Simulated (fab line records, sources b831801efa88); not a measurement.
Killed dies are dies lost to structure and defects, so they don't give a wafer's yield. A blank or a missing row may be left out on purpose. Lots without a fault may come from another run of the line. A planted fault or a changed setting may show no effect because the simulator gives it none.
Which tool did it? | flow sky130 | 11 lots, 33 wafers sampled, at 6 steps of a route of 708

WHAT THE GAUGES READ, wafer by wafer
SKY_NWELL_OVL_MEAS_10. Usual: NWELL_00_OVL -0.9 nm, standard deviation 1.2.
lot  | measured     | on         | NWELL_00_OVL (nm) | flag
L107 | day 5 17:23  | overlay-01 | -0.7 -2.2 -1.9    |
L110 | day 6 07:05  | overlay-01 | -1.6 -1.3 -0.4    |
L111 | day 6 08:21  | overlay-02 | -2.7 -2.0 -0.3    |
L112 | day 6 16:05  | overlay-01 | 0.0 1.1 0.0       |
L114 | day 7 03:08  | overlay-02 | -0.1 0.8 -1.0     |
L122 | day 9 07:56  | overlay-01 | 1.7 0.4 -2.7      |
L123 | day 9 13:55  | overlay-02 | -1.6 -1.8 -3.5    |
L125 | day 9 19:53  | overlay-01 | -0.3 -0.9 0.5     |
L124 | day 9 20:32  | overlay-01 | -1.2 -0.9 0.7     |
L126 | day 10 02:05 | overlay-01 | 0.6 -1.3 0.0      |
L127 | day 10 05:36 | overlay-01 | -2.8 -1.4 -2.7    |

SKY_NWELL_RS_MEAS_29: measures by four-point-probe. Usual: NWELL_RS 624.2 ohm/sq, standard deviation 1.9.
lot  | measured     | on            | NWELL_RS (ohm/sq) | flag
L107 | day 6 13:52  | film_metro-03 | 628.2 626.3 626.5 |
L110 | day 7 03:37  | film_metro-01 | 626.6 622.0 623.9 |
L111 | day 7 04:53  | film_metro-01 | 624.8 623.6 624.6 |
L112 | day 7 12:18  | film_metro-02 | 623.4 623.7 623.2 |
L114 | day 8 01:01  | film_metro-02 | 623.9 623.3 623.2 |
L122 | day 10 06:50 | film_metro-02 | 621.7 623.8 621.3 |
L123 | day 10 13:59 | film_metro-02 | 620.6 620.8 621.6 |
L125 | day 10 19:20 | film_metro-01 | 619.9 619.7 622.3 |
L124 | day 10 20:20 | film_metro-03 | 627.7 626.6 625.8 |
L126 | day 11 01:08 | film_metro-02 | 623.7 623.7 622.5 |
L127 | day 11 05:23 | film_metro-03 | 623.7 624.5 622.5 |

SKY_VT_ADJUST_LVTN_TW_MEAS_10. Usual: VT_ADJUST_LVTN_TW 241.4, standard deviation 2.2.
lot  | measured     | on            | VT_ADJUST_LVTN_TW             | flag
L107 | day 8 08:27  | film_metro-03 | 243.6 244.1 243.1             |
L110 | day 8 23:45  | film_metro-03 | 243.9 242.2 243.9             |
L111 | day 9 00:43  | film_metro-02 | 242.0 240.8 239.9             |
L112 | day 9 09:13  | film_metro-03 | 243.1 242.7 240.5             |
L114 | day 9 21:10  | film_metro-03 | 30.1 30.2 30.2 29.9 30.2 30.1 | OFF
L122 | day 12 07:15 | film_metro-02 | 243.8 242.3 242.5             |
L123 | day 12 14:17 | film_metro-03 | 241.5 243.3 242.3             |
L125 | day 12 20:58 | film_metro-04 | 237.8 236.8 237.6             |
L124 | day 12 22:04 | film_metro-04 | 238.0 238.8 239.4             |
L126 | day 13 02:12 | film_metro-04 | 238.7 239.4 240.4             |
L127 | day 13 06:50 | film_metro-02 | 243.9 245.3 243.7             |

SKY_VT_ADJUST_NCORE_OVL_MEAS_08. Usual: VT_ADJUST_NCORE_OVL 0.0 nm, standard deviation 1.3.
lot  | measured     | on         | VT_ADJUST_NCORE_OVL (nm) | flag
L107 | day 10 05:25 | overlay-02 | 1.1 0.9 1.0              |
L110 | day 10 20:13 | overlay-02 | 1.4 1.6 0.4              |
L111 | day 10 21:07 | overlay-02 | 0.5 -0.3 0.9             |
L112 | day 11 06:58 | overlay-02 | -1.5 -1.2 -1.3           |
L122 | day 14 09:34 | overlay-01 | -0.2 -0.9 1.4            |
L123 | day 14 17:27 | overlay-02 | -1.1 -2.2 -0.2           |
L125 | day 15 00:32 | overlay-02 | 0.9 1.9 2.4              |
L124 | day 15 01:16 | overlay-02 | 0.8 -0.7 0.3             |
L126 | day 15 06:28 | overlay-02 | -2.3 -3.2 -3.6           |
L127 | day 15 11:28 | overlay-02 | -0.2 1.1 0.3             |

WHICH TOOL RAN EACH LOT (tool, then ch and the chambers of the sampled wafers, then the start)
lot  | SKY_VT_ADJUST_HVTP_STRIP_10          | SKY_VT_ADJUST_LVTN_STRIP_09
L107 | plasma_asher-04 ch 0,1, day 7 10:10  | plasma_asher-01 ch 0,1, day 8 08:21
L110 | plasma_asher-04 ch 0,1, day 8 01:28  | plasma_asher-01 ch 0,1, day 8 23:39
L111 | plasma_asher-03 ch 0,1, day 8 02:28  | plasma_asher-01 ch 0,1, day 9 00:36
L112 | plasma_asher-02 ch 0,1, day 8 10:59  | plasma_asher-03 ch 0,1, day 9 09:06
L114 | plasma_asher-02 ch 0,1, day 8 23:21  | plasma_asher-04 ch 0,1, day 9 21:04
L122 | plasma_asher-04 ch 0,1, day 11 07:10 | plasma_asher-03 ch 0,1, day 12 07:10
L123 | plasma_asher-02 ch 0,1, day 11 13:58 | plasma_asher-04 ch 0,1, day 12 14:12
L125 | plasma_asher-04 ch 0,1, day 11 19:54 | plasma_asher-01 ch 0,1, day 12 20:52
L124 | plasma_asher-03 ch 0,1, day 11 20:52 | plasma_asher-03 ch 0,1, day 12 21:59
L126 | plasma_asher-03 ch 0,1, day 12 01:13 | plasma_asher-04 ch 0,1, day 13 02:06
L127 | plasma_asher-02 ch 0,1, day 12 05:26 | plasma_asher-04 ch 0,1, day 13 06:45
- SKY_VT_ADJUST_HVTP_STRIP_10: strips in O2/N2.
- SKY_VT_ADJUST_LVTN_STRIP_09: strips in O2/N2.

WHAT THE TOOLS THEMSELVES READ (means of the sampled wafers that have a number; where no wafer has one, the mark that the record gives instead)
SKY_VT_ADJUST_HVTP_STRIP_10. Usual: drypump_motor_current_A 5.8 A, standard deviation 0.46; oes_product_au 0.716 a.u., standard deviation 0.0048; strip_time_to_endpoint_s 14.15 s, standard deviation 0.04.
lot  | tool            | drypump_motor_current_A (A) | oes_product_au (a.u.) | strip_time_to_endpoint_s (s) | flag
L107 | plasma_asher-04 | 6.3                         | 0.716                 | 14.09                        |
L110 | plasma_asher-04 | 6.3                         | 0.717                 | 14.19                        |
L111 | plasma_asher-03 | 5.7                         | 0.711                 | 14.16                        |
L112 | plasma_asher-02 | 5.3                         | 0.720                 | 14.13                        |
L114 | plasma_asher-02 | 5.4                         | 0.928                 | -                            | OFF
L122 | plasma_asher-04 | 6.2                         | 0.716                 | 14.18                        |
L123 | plasma_asher-02 | 5.3                         | 0.712                 | 14.20                        |
L125 | plasma_asher-04 | 6.3                         | 0.717                 | 14.15                        |
L124 | plasma_asher-03 | 5.9                         | 0.716                 | 14.15                        |
L126 | plasma_asher-03 | 5.6                         | 0.721                 | 14.11                        |
L127 | plasma_asher-02 | 5.2                         | 0.715                 | 14.15                        |

SKY_VT_ADJUST_LVTN_STRIP_09. Usual: drypump_motor_current_A 5.9 A, standard deviation 0.46; oes_product_au 0.722 a.u., standard deviation 0.0045; strip_time_to_endpoint_s 36.90 s, standard deviation 0.13.
lot  | tool            | drypump_motor_current_A (A) | oes_product_au (a.u.) | strip_time_to_endpoint_s (s) | flag
L107 | plasma_asher-01 | 5.3                         | 0.716                 | 36.81                        |
L110 | plasma_asher-01 | 5.5                         | 0.721                 | 36.95                        |
L111 | plasma_asher-01 | 5.5                         | 0.723                 | 36.94                        |
L112 | plasma_asher-03 | 5.9                         | 0.716                 | 36.81                        |
L114 | plasma_asher-04 | 6.3                         | 0.724                 | 44.44                        | OFF
L122 | plasma_asher-03 | 5.6                         | 0.720                 | 36.93                        |
L123 | plasma_asher-04 | 6.3                         | 0.726                 | 36.96                        |
L125 | plasma_asher-01 | 5.6                         | 0.723                 | 37.00                        |
L124 | plasma_asher-03 | 5.6                         | 0.719                 | 37.00                        |
L126 | plasma_asher-04 | 6.2                         | 0.723                 | 36.99                        |
L127 | plasma_asher-04 | 6.3                         | 0.721                 | 36.90                        |

THE ANSWER, worked out from the rows above alone
Rule: a lot is off if the mean of its wafers that have a number lies more than 3 standard deviations from the usual mean. A lot without any number at a reading at which 4 lots or more have one is off too. The other lots that the step has rows for count as sound. The gauges are gone through in route order, then the tools' own readings, and for those a lot's mean is taken as printed above. The first step at which some lot is off is used, and at that step the reading that is off furthest; a lot without a number counts as furthest.
Off: L114, at SKY_VT_ADJUST_LVTN_TW_MEAS_10 (VT_ADJUST_LVTN_TW).
A tool fits if, at a process step before that reading, it ran every lot that is off, and no sound lot after the first of them. The gauges at SKY_VT_ADJUST_LVTN_TW_MEAS_10 aren't tried: what is off there is off at SKY_VT_ADJUST_HVTP_STRIP_10 too, on other tools, and a gauge's error can't cause that. None of those tried fits.

WHAT THE SIMULATOR HAD PUT IN
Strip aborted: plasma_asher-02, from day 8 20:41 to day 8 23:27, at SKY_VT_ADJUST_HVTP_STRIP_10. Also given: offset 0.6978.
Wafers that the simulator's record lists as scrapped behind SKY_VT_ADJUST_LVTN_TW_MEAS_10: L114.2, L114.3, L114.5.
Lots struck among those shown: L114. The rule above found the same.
